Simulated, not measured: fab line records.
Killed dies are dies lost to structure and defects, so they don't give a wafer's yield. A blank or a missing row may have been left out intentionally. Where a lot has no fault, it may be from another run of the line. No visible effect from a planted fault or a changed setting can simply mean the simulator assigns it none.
Matching of chambers + flow sfq_line + SFQ_TRILAYER_I0_CMP_CMP_028 on cmp-02 has 4 sister chambers
The step polishes SiO2. 8 wafers are shown with their chamber, then 8 later ones without.

== WAFERS, EACH WITH ITS CHAMBER ==
| wafer  | chamber | motor_current_A (A) | slurry_filter_dp_kPa (kPa) |
|--------|---------|---------------------|----------------------------|
| L916.6 | 3       | 10.9                | 13.25                      |
| L919.5 | 0       | 9.4                 | 13.55                      |
| L920.1 | 1       | 8.7                 | 13.68                      |
| L920.3 | 0       | 9.4                 | 13.69                      |
| L921.2 | 3       | 11.4                | 13.41                      |
| L921.3 | 2       | 10.5                | 13.51                      |
| L921.5 | 2       | 10.2                | 13.46                      |
| L922.1 | 1       | 8.9                 | 13.55                      |

== WAFERS MISSING THEIR CHAMBER ==
| wafer  | motor_current_A (A) | slurry_filter_dp_kPa (kPa) |
|--------|---------------------|----------------------------|
| L922.2 | 10.1                | 13.43                      |
| L922.6 | 9.7                 | 13.66                      |
| L923.3 | 9.5                 | 13.48                      |
| L923.4 | 10.4                | 13.38                      |
| L923.5 | 11.4                | 13.49                      |
| L927.2 | 11.1                | 13.40                      |
| L927.5 | 10.2                | 13.47                      |
| L927.6 | 9.1                 | 13.46                      |

== EACH ONE'S CHAMBER ==
| wafer  | from the rows above     | in truth                   |
|--------|-------------------------|----------------------------|
| L922.2 | 2                       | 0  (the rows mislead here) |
| L922.6 | 0                       | 0                          |
| L923.3 | can't be placed: 0 or 1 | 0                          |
| L923.4 | 2                       | 2                          |
| L923.5 | 3                       | 3                          |
| L927.2 | 3                       | 3                          |
| L927.5 | 2                       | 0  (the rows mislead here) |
| L927.6 | can't be placed: 1 or 0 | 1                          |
Placed correctly: 4 of 8. Unplaceable from these rows: 2, with the true chamber sitting among the candidates in 2. 2 placed wrongly.
How it was worked out, from the rows above alone: a wafer's distance from a chamber is the root of the sum, over the readings, of the square of ((its reading less the chamber's mean) divided by the reading's scatter). If the next closest chamber is less than 2 further off than the closest, the wafer can't be placed; otherwise it belongs to the closest. A chamber's mean is the mean of its shown wafers. The scatter: the root of (the sum of the squares of (reading less its chamber's mean) over the shown wafers, divided by (wafers less chambers)).
